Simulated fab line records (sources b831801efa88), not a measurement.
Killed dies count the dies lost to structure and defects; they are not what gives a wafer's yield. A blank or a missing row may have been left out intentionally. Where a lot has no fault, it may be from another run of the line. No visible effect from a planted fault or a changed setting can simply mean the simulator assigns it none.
fab line records    flow sky130
[record] lots = 7  wafers = 21  last_day = 50
route steps=708 shown POLY_GATE@229 LDD_N@237 PAD_OPEN@708
lots that met no fault: from a run of the same line without faults
start_h: hours from the record's first day to the start of the lot's first wafer shown    wait_h: hours elapsed since this lot's preceding step    " as in the row above    L1.1+2: a row that stands for several wafers    - either no value or no given start    * or withheld: withheld    < > ~ a bound
route shown NAME@n: a module of which the file shows steps, and the number in the route of the first    usual: average and standard deviation across the fault-free wafers    same: alike in all rows    chamber/n: place in a boat    sites: per-site readings    _std_site: how widely they spread, as a standard deviation    _edge_site: the outer-site mean with the inner-site mean subtracted    radius_mm: for every site, how far away it sits from the centre of the wafer    mask NAME#n: copy n    behind: the tool/chamber that last shaped the wafer    hold: what put the lot on hold/how long, in hours/how the hold closed    device: the n, p or np transistor that did not switch    end of line: the same wafers' tests at the end of the route    where a step has no rows: the recipe by itself    killed: the dies lost at the first sort to structure and to defects; this is not the yield of the wafer    map: shows each die of a wafer: x if killed, . if not, _ if none is there
set.NAME: setting as actually run; set.NAME@STEP: the setting as run at that earlier step    model.NAME: the simulator's own value behind a step, which no gauge read
lots at some steps of the route; a table a step, a row a wafer
services: from which hour (start_h, from the record's first day; less than 0 if before it) a tool's chamber was out of use, for how many hours, and why
[[steps]]
[step SKY_POLY_GATE_ETCH_15]
[recipe] chemistry = N2/H2  target = BARC  ion_energy_ev = 200  source_w = 500  bias_w = 100  pressure_mtorr = 30  n2_flow_sccm = 100  h2_flow_sccm = 200  stop_on = SiO2  time_s = 118.5  target_depth_a = 1100
[usual] drypump_motor_current_A = 5.6/0.57  h2_flow_sccm = 200.1/0.65  oes_product_au = 0.716/0.0041  throttle_valve_pct = 13.214/0.0076
lot.wafer  tool         chamber  start_h  wait_h  drypump_motor_current_A  h2_flow_sccm  oes_product_au  rf_hours_counter_h  throttle_valve_pct
L765.1     rie_diel-04  1        371.14   0.0     6.1                      200.6         0.707           32                  13.207
L765.5     "            0        "        "       6.0                      199.6         0.713           -                   13.218
L765.6     "            3        "        "       5.8                      200.0         0.709           -                   13.202
L772.1     rie_diel-04  2        466.04   0.0     6.4                      200.3         0.720           6                   13.200
L772.2     "            3        "        "       5.8                      200.9         0.721           9                   13.214
L772.3     "            1        "        "       6.1                      201.3         0.710           33                  13.218
L777.1     rie_diel-01  2        503.64   0.0     5.2                      200.8         0.720           18                  13.222
L777.4     "            3        "        "       5.5                      198.9         0.721           13                  13.214
L777.5     "            3        "        "       5.4                      199.1         0.713           -                   13.224
L779.3     rie_diel-01  3        517.94   0.0     5.5                      200.1         0.719           13                  13.223
L779.4     "            1        "        "       5.2                      199.4         0.707           6                   13.220
L779.6     "            3        "        "       5.4                      200.5         0.719           -                   13.212
L780.1     rie_diel-03  0        524.29   0.0     4.7                      201.0         0.713           9                   13.207
L780.3     "            1        "        "       4.7                      199.0         0.714           81                  13.222
L780.6     "            1        "        "       4.7                      199.1         0.714           -                   13.205
L783.3     rie_diel-01  2        543.79   0.0     5.1                      199.8         0.714           19                  13.213
L783.4     "            2        "        "       5.2                      200.0         0.709           -                   13.205
L783.5     "            1        "        "       5.1                      200.0         0.721           -                   13.218
L787.1     rie_diel-04  2        568.59   0.0     6.3                      199.7         0.722           8                   13.229
L787.3     "            1        "        "       6.1                      200.1         0.718           35                  13.213
L787.4     "            0        "        "       6.0                      200.4         0.725           20                  13.211
[step SKY_POLY_GATE_ETCH_16]
[recipe] stop_on = poly-Si  chemistry = CH3F/O2  target = Si3N4  source_w = 400  bias_w = 80  pressure_mtorr = 25  ch3f_flow_sccm = 40  O2_flow_sccm = 30  time_s = 147.5  target_depth_a = 750
[usual] drypump_motor_current_A = 5.6/0.57  oes_product_au = 0.641/0.0056  throttle_valve_pct = 10.534/0.0087
lot.wafer  tool         chamber  start_h  wait_h  drypump_motor_current_A  oes_product_au  rf_hours_counter_h  throttle_valve_pct
L765.1     rie_diel-04  1        371.23   0.0     6.0                      0.642           32                  10.539
L765.5     "            0        "        "       5.9                      0.631           -                   10.531
L765.6     "            3        "        "       5.8                      0.642           -                   10.527
L772.1     rie_diel-04  2        466.13   0.0     6.4                      0.641           6                   10.538
L772.2     "            3        "        "       5.8                      0.650           9                   10.538
L772.3     "            1        "        "       6.1                      0.638           33                  10.543
L777.1     rie_diel-01  2        503.73   0.0     5.1                      0.647           18                  10.551
L777.4     "            3        "        "       5.4                      0.646           13                  10.533
L777.5     "            3        "        "       5.4                      0.640           -                   10.538
L779.3     rie_diel-01  3        518.02   0.0     5.4                      0.638           13                  10.545
L779.4     "            1        "        "       5.1                      0.644           6                   10.524
L779.6     "            3        "        "       5.4                      0.643           -                   10.537
L780.1     rie_diel-03  0        524.37   0.0     4.7                      0.636           9                   10.523
L780.3     "            1        "        "       4.7                      0.642           81                  10.535
L780.6     "            1        "        "       4.7                      0.638           -                   10.540
L783.3     rie_diel-01  2        543.87   0.0     5.1                      0.641           19                  10.515
L783.4     "            2        "        "       5.1                      0.638           -                   10.513
L783.5     "            1        "        "       5.2                      0.635           -                   10.534
L787.1     rie_diel-04  2        568.67   0.0     6.3                      0.638           8                   10.537
L787.3     "            1        "        "       6.0                      0.641           35                  10.520
L787.4     "            0        "        "       5.9                      0.647           20                  10.552
[step SKY_POLY_GATE_ETCH_17]
[recipe] target_depth_nm = 180  stop_on = SiO2  over_etch_frac = 0.56667  chemistry = HBr/Cl2  target = poly-Si  icp_w = 400  bias_w = 100  pressure_mtorr = 10  HBr_flow_sccm = 150  Cl2_flow_sccm = 50  time_s = 70.5
[usual] drypump_motor_current_A = 5.6/0.46  oes_product_au = 0.989/0.006  throttle_valve_pct = 33.684/0.0095
lot.wafer  tool       chamber  start_h  wait_h  drypump_motor_current_A  oes_product_au  rf_hours_counter_h  throttle_valve_pct
L765.1     rie_si-02  3        371.32   0.0     5.3                      0.986           1                   33.711
L765.5     "          3        "        "       5.3                      0.988           -                   33.668
L765.6     "          0        "        "       5.3                      0.988           -                   33.683
L772.1     rie_si-02  0        466.22   0.0     5.3                      0.984           56                  33.698
L772.2     "          2        "        "       6.4                      0.980           1                   33.671
L772.3     "          3        "        "       5.3                      0.987           2                   33.710
L777.1     rie_si-02  2        503.82   0.0     6.4                      0.993           2                   33.684
L777.4     "          2        "        "       6.4                      0.980           -                   33.684
L777.5     "          3        "        "       5.3                      0.984           -                   33.681
L779.3     rie_si-02  0        518.12   0.0     5.3                      0.992           0                   33.702
L779.4     "          2        "        "       6.4                      0.990           2                   33.670
L779.6     "          3        "        "       5.3                      0.995           -                   33.694
L780.1     rie_si-01  2        524.47   0.0     5.3                      0.980           3                   33.692
L780.3     "          0        "        "       5.2                      0.988           5                   33.681
L780.6     "          0        "        "       5.2                      0.989           -                   33.688
L783.3     rie_si-02  2        543.97   0.0     6.4                      0.997           2                   33.692
L783.4     "          0        "        "       5.3                      0.988           0                   33.692
L783.5     "          0        "        "       5.3                      0.992           -                   33.681
L787.1     rie_si-02  1        568.77   0.0     5.6                      0.993           7                   33.690
L787.3     "          0        "        "       5.3                      0.995           0                   33.675
L787.4     "          2        "        "       6.4                      0.982           2                   33.685
[step SKY_POLY_GATE_STRIP_18]
[recipe] chemistry = O2/N2  power_w = 1400  pressure_mtorr = 1500  platen_temp_c = withheld  o2_flow_sccm = 3000  n2_flow_sccm = 300  overash_fraction = 0.5
[usual] drypump_motor_current_A = 5.77/0.19  oes_product_au = 0.361/0.0043  strip_time_to_endpoint_s = 3.183/0.028
lot.wafer  tool             chamber  start_h  wait_h  drypump_motor_current_A  oes_product_au  rf_hours_counter_h  strip_time_to_endpoint_s
L765.1     plasma_asher-03  1        371.38   0.0     5.55                     0.363           23                  3.133
L765.5     "                0        "        "       6.04                     0.363           -                   3.183
L765.6     "                1        "        "       5.57                     0.358           -                   3.192
L772.1     plasma_asher-03  0        466.28   0.0     6.05                     0.367           33                  3.242
L772.2     "                1        "        "       5.56                     0.369           33                  3.238
L772.3     "                0        "        "       6.06                     0.361           -                   3.200
L777.1     plasma_asher-03  0        503.88   0.0     6.07                     0.365           37                  3.257
L777.4     "                1        "        "       5.55                     0.362           -                   3.232
L777.5     "                1        "        "       5.55                     0.360           -                   3.223
L779.3     plasma_asher-03  1        518.21   0.1     5.54                     0.358           -                   3.196
L779.4     "                0        "        "       6.05                     0.358           -                   3.163
L779.6     "                1        "        "       5.56                     0.358           -                   3.156
L780.1     plasma_asher-02  1        524.52   0.0     5.87                     0.365           72                  3.175
L780.3     "                1        "        "       5.88                     0.365           -                   3.185
L780.6     "                1        "        "       5.91                     0.362           -                   3.179
L783.3     plasma_asher-03  0        544.06   0.1     6.01                     0.360           -                   3.183
L783.4     "                1        "        "       5.58                     0.367           -                   3.171
L783.5     "                1        "        "       5.55                     0.356           -                   3.206
L787.1     plasma_asher-01  0        568.82   0.0     5.82                     0.357           86                  3.157
L787.3     "                1        "        "       5.78                     0.364           -                   3.178
L787.4     "                0        "        "       5.84                     0.361           -                   3.175
[step SKY_POLY_GATE_CLEAN_19]
[recipe] chemistry = SC1/SC2  mix = 1:4:20  temp_c = 70  time_s = 150  dry = n2_spin
[step SKY_POLY_GATE_OXIDATION_20]
[recipe] temp_c = 850  ambient = O2  stabilise_s = 600  purge_s = 300  target_thk_a = 40  ox_time_s = 899
[step SKY_POLY_GATE_THK_MEAS_21]
[recipe] reads = SiO2_of_POLY_GATE_OXIDATION_20
[usual] POLY_GATE_OXIDATION_THK = 4.01/0.078
lot.wafer  tool           chamber  start_h  wait_h  POLY_GATE_OXIDATION_THK[nm]
L765.1     film_metro-03  -        374.66   0.0     4.07
L765.5     "              -        "        "       4.05
L765.6     "              -        "        "       4.06
L772.1     film_metro-03  -        468.25   0.0     4.15
L772.2     "              -        "        "       4.10
L772.3     "              -        "        "       4.11
L777.1     film_metro-04  -        505.28   0.0     3.92
L777.4     "              -        "        "       3.96
L777.5     "              -        "        "       3.99
L779.3     film_metro-04  -        520.04   0.0     3.97
L779.4     "              -        "        "       4.05
L779.6     "              -        "        "       4.07
L780.1     film_metro-03  -        525.92   0.0     3.99
L780.3     "              -        "        "       3.98
L780.6     "              -        "        "       4.04
L783.3     film_metro-04  -        545.44   0.0     4.06
L783.4     "              -        "        "       4.07
L783.5     "              -        "        "       4.11
L787.1     film_metro-04  -        570.22   0.0     3.99
L787.3     "              -        "        "       4.01
L787.4     "              -        "        "       3.97
[step SKY_POLY_GATE_CD_MEAS_22]
[usual] cd_nm = 149.7/1.9
lot.wafer  tool       chamber  start_h  wait_h  cd_nm
L765.1     cd_sem-02  -        374.72   0.1     151.1
L765.5     "          -        "        "       150.7
L765.6     "          -        "        "       151.3
L772.1     cd_sem-02  -        468.31   0.1     148.6
L772.2     "          -        "        "       146.9
L772.3     "          -        "        "       147.9
L777.1     cd_sem-01  -        505.34   0.1     150.6
L777.4     "          -        "        "       148.7
L777.5     "          -        "        "       147.4
L779.3     cd_sem-02  -        520.14   0.1     151.8
L779.4     "          -        "        "       148.2
L779.6     "          -        "        "       150.1
L780.1     cd_sem-02  -        525.98   0.1     149.6
L780.3     "          -        "        "       151.5
L780.6     "          -        "        "       151.4
L783.3     cd_sem-02  -        545.54   0.1     145.8
L783.4     "          -        "        "       145.2
L783.5     "          -        "        "       148.4
L787.1     cd_sem-02  -        570.28   0.1     151.7
L787.3     "          -        "        "       152.2
L787.4     "          -        "        "       149.1
[step SKY_LDD_N_DEHYDRATE_00]
[recipe] temp_c = 200  time_s = 60
[step SKY_LDD_N_HMDS_01]
[recipe] prime_time_s = 60  prime_temp_c = 120
[step SKY_LDD_N_COAT_02]
[recipe] resist = NOVOLAK  spin_rpm = 2979  resist_thk_nm = 300
[step SKY_LDD_N_SOFTBAKE_03]
[recipe] temp_c = 90  time_s = 60  resist = NOVOLAK
[step SKY_LDD_N_EXPOSE_04]
[recipe] mask_id = NTM  target_cd_nm = 840  na = 0.6  source_shape = conventional  sigma_outer = 0.6  dose_mj = 110
lot.wafer   tool              chamber  start_h  wait_h  mask   model.LDD_N.overlay_x_nm
L765.1+5+6  iline_stepper-01  0        388.59   -       NTM#0  -0.406
L772.1+2+3  iline_stepper-02  0        484.02   -       NTM#0  -0.5775
L777.1+4+5  iline_stepper-01  0        520.99   -       NTM#0  54.52
L779.3+4+6  iline_stepper-01  0        535.27   -       NTM#0  53.21
L780.1+3+6  iline_stepper-01  0        540.90   -       NTM#0  52.93
L783.3+4+5  iline_stepper-02  0        560.50   -       NTM#0  -0.08464
L787.1+3+4  iline_stepper-02  0        586.35   -       NTM#0  -0.2968
[step SKY_LDD_N_PEB_05]
[recipe] temp_c = withheld  time_s = *  resist = NOVOLAK
[step SKY_LDD_N_DEVELOP_06]
[recipe] develop_time_s = 60  dev_temp_c = 23
[step SKY_LDD_N_OVL_MEAS_07]
[usual] LDD_N_OVL = -0.1/1.3
lot.wafer  tool        chamber  start_h  wait_h  LDD_N_OVL[nm]
L765.1     overlay-01  -        402.96   0.1     -1.8
L765.5     "           -        "        "       -0.9
L765.6     "           -        "        "       -1.1
L772.1     overlay-01  -        498.79   0.1     0.7
L772.2     "           -        "        "       0.0
L772.3     "           -        "        "       0.7
L777.1     overlay-02  -        535.59   0.1     55.1
L777.4     "           -        "        "       54.0
L777.5     "           -        "        "       55.0
L779.3     overlay-01  -        550.05   0.1     53.8
L779.4     "           -        "        "       52.8
L779.6     "           -        "        "       52.9
L780.1     overlay-02  -        556.20   0.1     53.0
L780.3     "           -        "        "       53.1
L780.6     "           -        "        "       53.6
L783.3     overlay-02  -        574.95   0.1     0.1
L783.4     "           -        "        "       0.3
L783.5     "           -        "        "       0.4
L787.1     overlay-01  -        599.79   0.1     -0.4
L787.3     "           -        "        "       -2.3
L787.4     "           -        "        "       0.0
[step SKY_LDD_N_IMPLANT_08]
[recipe] species = As  energy_kev = 20  dose_cm2 = 7.5e+13  tilt_deg = withheld  rotation_deg = 23
[step SKY_PAD_OPEN_PROBE_99]
[usual] killed_at_M0_to_M3 = 43/6.9  killed_at_M4_up = 3.0/1.8  killed_at_contacts = 24/4.8  killed_at_front_end = 15/4.5  killed_at_other = 0.4/0.67  killed_dies = 86/9.2  killed_open = 46/6.9  killed_short = 39/6
[same] gross_dies = 492  killed_at_back_side = 0
lot.wafer  tool       chamber  start_h  wait_h  killed_at_M0_to_M3  killed_at_M4_up  killed_at_contacts  killed_at_front_end  killed_at_other  killed_dies  killed_open  killed_short
L772.1     prober-02  -        1142.39  0.1     32                  5                21                  17                   0                75           42           32
L772.2     prober-02  -        1142.44  0.1     35                  4                27                  11                   1                78           35           43
L772.3     prober-02  -        1142.49  0.2     39                  4                25                  8                    0                76           36           40
// killed by level:class
L772.1 LI_CONTACT:geometric_particle:open=9 FIELD_ISO:geometric_particle:open=8 VIA1:geometric_particle:open=8 CONTACT:geometric_particle:open=7 POLY_GATE:geometric_particle:short=7 METAL1:geometric_particle:short=5 VIA2:geometric_particle:open=4 METAL4:geometric_particle:short=4
L772.2 LI_CONTACT:geometric_particle:open=9 METAL1:geometric_particle:short=7 VIA1:geometric_particle:open=5 CONTACT:geometric_particle:open=5 CONTACT:geometric_particle:short=5 VIA1:geometric_particle:short=5 POLY_GATE:geometric_particle:short=4 METAL3:geometric_particle:short=4
L772.3 CONTACT:geometric_particle:open=9 LI_CONTACT:geometric_particle:open=8 VIA2:geometric_particle:open=8 VIA1:geometric_particle:open=7 METAL1:geometric_particle:short=6 METAL3:geometric_particle:short=5 FIELD_ISO:geometric_particle:short=4 CONTACT:geometric_particle:short=4
[[services]]
tool              chamber  start_h  hours  kind
rie_si-02         2        350.67   8.6    repair
rie_diel-01       3        361.58   35.2   repair
rie_diel-01       -        365.12   0.8    repair
rie_diel-03       1        371.46   12.1   repair
iline_stepper-01  -        394.73   1.7    pm
rie_diel-04       3        423.10   9.9    repair
rie_diel-03       2        430.77   4.3    repair
rie_diel-04       1        441.52   4.9    repair
iline_stepper-01  -        458.39   1.0    repair
iline_stepper-02  -        461.07   1.7    pm
rie_si-02         3        467.55   4.8    repair
iline_stepper-02  -        468.79   1.6    repair
rie_diel-04       1        507.08   10.8   repair
iline_stepper-02  -        518.44   4.2    repair
rie_si-02         1        520.48   7.3    repair
iline_stepper-01  -        525.16   4.4    pm
iline_stepper-02  -        533.76   13.9   repair
rie_diel-01       3        537.01   10.5   repair
iline_stepper-02  -        547.63   2.1    pm
rie_diel-04       -        549.27   2.6    repair
plasma_asher-03   -        561.19   14.6   pm
iline_stepper-01  -        580.67   10.6   repair
iline_stepper-02  -        581.38   4.1    repair
rie_diel-04       3        582.28   2.1    repair
[[key]]
[first_sign] step = SKY_LDD_N_OVL_MEAS_07  reading = LDD_N_OVL  direction = up  sigmas = 41  usual = -0.1  struck = 53.7
effect none on later readings
[model_effect] step = SKY_LDD_N_EXPOSE_04  value = LDD_N.overlay_x_nm  without = -0.3341  struck = 53.55
met_at SKY_LDD_N_EXPOSE_04
struck_wafers L777.1,L777.4,L777.5,L779.3,L779.4,L779.6,L780.1,L780.3,L780.6
tester_left_out L777,L779,L780
onset_between 388.59 520.99
[fault] kind = scanner_matching_overlay  tool = iline_stepper-01  chamber = -  onset_h = 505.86  steps = SKY_LDD_N_EXPOSE_04  offset = 53.884
// tester_left_out: of these lots the tester's yield and bins aren't shown, on N5 and GAA mostly nor the transistor test; their killed dies are dies lost to structure and defects alone, not to doping, threshold or leakage, so they don't give the yield
